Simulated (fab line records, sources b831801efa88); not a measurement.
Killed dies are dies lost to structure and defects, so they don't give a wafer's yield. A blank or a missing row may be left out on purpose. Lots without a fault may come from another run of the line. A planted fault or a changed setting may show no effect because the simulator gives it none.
Which tool did it? | flow gf180mcu | 13 lots, 39 wafers sampled, at 5 steps of a route of 602

WHAT THE GAUGES READ, wafer by wafer
GF_V1_RS_MEAS_24: measures by four-point-probe.
lot  | measured     | on            | V1_W_RS (ohm/sq)
L336 | day 18 19:29 | film_metro-03 | 0.328 0.329 0.326
L338 | day 19 10:11 | film_metro-03 | 0.331 0.331 0.329
L341 | day 21 00:46 | film_metro-03 | 0.322 0.322 0.325
L343 | day 21 06:05 | film_metro-01 | 0.325 0.323 0.325
L347 | day 22 22:26 | film_metro-04 | 0.325 0.326 0.331
L351 | day 24 10:05 | film_metro-04 | 0.326 0.327 0.329
L350 | day 24 12:34 | film_metro-01 | 0.325 0.322 0.319
L352 | day 24 22:06 | film_metro-03 | 0.325 0.323 0.324
L353 | day 24 22:52 | film_metro-01 | 0.329 0.320 0.322
L355 | day 25 14:51 | film_metro-01 | 0.328 0.331 0.327
L356 | day 25 19:17 | film_metro-04 | 0.335 0.333 0.330
L357 | day 25 22:23 | film_metro-04 | 0.322 0.322 0.322
L358 | day 26 07:01 | film_metro-01 | 0.321 0.328 0.322

GF_M2_OVL_MEAS_15.
lot  | measured     | on         | M2_OVL (nm)
L336 | day 19 21:01 | overlay-02 | -1 -5 -3
L338 | day 20 11:29 | overlay-01 | 11 11 10
L341 | day 22 01:50 | overlay-02 | 3 5 3
L343 | day 22 06:11 | overlay-02 | -2 -6 -6
L347 | day 23 21:47 | overlay-01 | -1 -3 6
L351 | day 25 08:22 | overlay-01 | 1 4 -1
L350 | day 25 10:44 | overlay-01 | -7 -1 -6
L352 | day 25 19:19 | overlay-01 | -1 2 -6
L353 | day 25 21:09 | overlay-02 | 2 3 0
L355 | day 26 12:32 | overlay-01 | -11 -6 -5
L356 | day 26 17:28 | overlay-01 | 1 3 3
L357 | day 26 20:21 | overlay-01 | 11 10 4
L358 | day 27 04:29 | overlay-01 | -1 1 -3

GF_V2_CD_MEAS_14: target cd 260 nm.
lot  | measured     | on        | cd_nm (nm)
L336 | day 20 23:40 | cd_sem-01 | 258.6 258.6 257.8
L338 | day 21 12:41 | cd_sem-02 | 258.8 259.4 258.3
L341 | day 23 02:44 | cd_sem-02 | 272.0 271.4 271.2
L343 | day 23 05:47 | cd_sem-02 | 268.8 269.4 268.3
L347 | day 24 21:20 | cd_sem-01 | 262.7 261.6 261.4
L351 | day 26 06:39 | cd_sem-01 | 261.1 261.6 260.5
L350 | day 26 09:01 | cd_sem-01 | 257.6 258.0 257.1
L352 | day 26 17:23 | cd_sem-02 | 258.4 258.4 256.6
L353 | day 26 19:52 | cd_sem-01 | 258.2 258.7 258.4
L355 | day 27 09:56 | cd_sem-01 | 257.9 258.4 258.2
L356 | day 27 14:58 | cd_sem-01 | 258.7 259.9 259.1
L357 | day 27 17:43 | cd_sem-01 | 262.2 263.0 263.0
L358 | day 28 01:28 | cd_sem-01 | 259.5 259.8 259.4

WHICH TOOL RAN EACH LOT (tool, then ch and the chambers of the sampled wafers, then the start)
lot  | GF_V2_CVD_02                    | GF_V2_PEB_12
L336 | pecvd-02 ch 1,2, day 19 21:50   | litho_track-03 ch 0, day 20 23:19
L338 | pecvd-04 ch 0,1,2, day 20 12:18 | litho_track-04 ch 0, day 21 12:20
L341 | pecvd-01 ch 0,1, day 22 02:40   | litho_track-03 ch 0, day 23 02:23
L343 | pecvd-02 ch 0,1,2, day 22 07:00 | litho_track-03 ch 0, day 23 05:26
L347 | pecvd-02 ch 1,2, day 23 22:42   | litho_track-04 ch 0, day 24 20:59
L351 | pecvd-04 ch 0,2, day 25 09:36   | litho_track-04 ch 0, day 26 06:19
L350 | pecvd-02 ch 1,2, day 25 11:53   | litho_track-02 ch 0, day 26 08:40
L352 | pecvd-04 ch 0,1, day 25 20:07   | litho_track-02 ch 0, day 26 17:03
L353 | pecvd-02 ch 0,2, day 25 21:57   | litho_track-02 ch 0, day 26 19:32
L355 | pecvd-01 ch 1,2, day 26 13:23   | litho_track-04 ch 0, day 27 09:35
L356 | pecvd-01 ch 0,1,2, day 26 18:17 | litho_track-03 ch 0, day 27 14:37
L357 | pecvd-04 ch 0,1,2, day 26 21:10 | litho_track-03 ch 0, day 27 17:10
L358 | pecvd-01 ch 0,1,2, day 27 05:18 | litho_track-02 ch 0, day 28 01:07
- GF_V2_CVD_02: deposits SiO2 from TEOS, target thk 850 nm, time 94.851 s.
- GF_V2_PEB_12: peb time 90 s.

WHAT THE TOOLS THEMSELVES READ (means of the sampled wafers that have a number; where no wafer has one, the mark that the record gives instead)
GF_V2_CVD_02.
lot  | tool     | heater_power_outer_w (W) | heater_power_w (W)
L336 | pecvd-02 | 375                      | 680
L338 | pecvd-04 | 384                      | 675
L341 | pecvd-01 | 368                      | 628
L343 | pecvd-02 | 356                      | 651
L347 | pecvd-02 | 392                      | 670
L351 | pecvd-04 | 384                      | 639
L350 | pecvd-02 | 372                      | 688
L352 | pecvd-04 | 423                      | 744
L353 | pecvd-02 | 354                      | 627
L355 | pecvd-01 | 414                      | 740
L356 | pecvd-01 | 336                      | 602
L357 | pecvd-04 | 425                      | 716
L358 | pecvd-01 | 359                      | 629

THE ANSWER, worked out from the rows above alone
Rule: what is usual is taken from the lots themselves. Put in order of their means at a reading, lots are off if they are a third of the lots or fewer, leave a main group of 4 or more, and stand apart from it by a gap of 3 or more times the standard deviation of the main group's means; of several such gaps the widest counts. A main group whose means are all the same, to the digits that the tables above print for the reading, isn't used. A lot without any number at a reading at which 4 lots or more have one is off too. The other lots that the step has rows for count as sound. The gauges are gone through in route order, then the tools' own readings, and for those a lot's mean is taken as printed above. The first step at which some lot is off is used, and at that step the reading that is off furthest; a lot without a number counts as furthest.
Off: L341, L343, at GF_V2_CD_MEAS_14 (cd_nm). The main group: mean 259.4 nm, standard deviation 1.7.
A tool fits if, at a process step before that reading, it ran every lot that is off, and no sound lot after the first of them. The gauges at GF_V2_CD_MEAS_14 are tried like those tools. None of those tried fits.

WHAT THE SIMULATOR HAD PUT IN
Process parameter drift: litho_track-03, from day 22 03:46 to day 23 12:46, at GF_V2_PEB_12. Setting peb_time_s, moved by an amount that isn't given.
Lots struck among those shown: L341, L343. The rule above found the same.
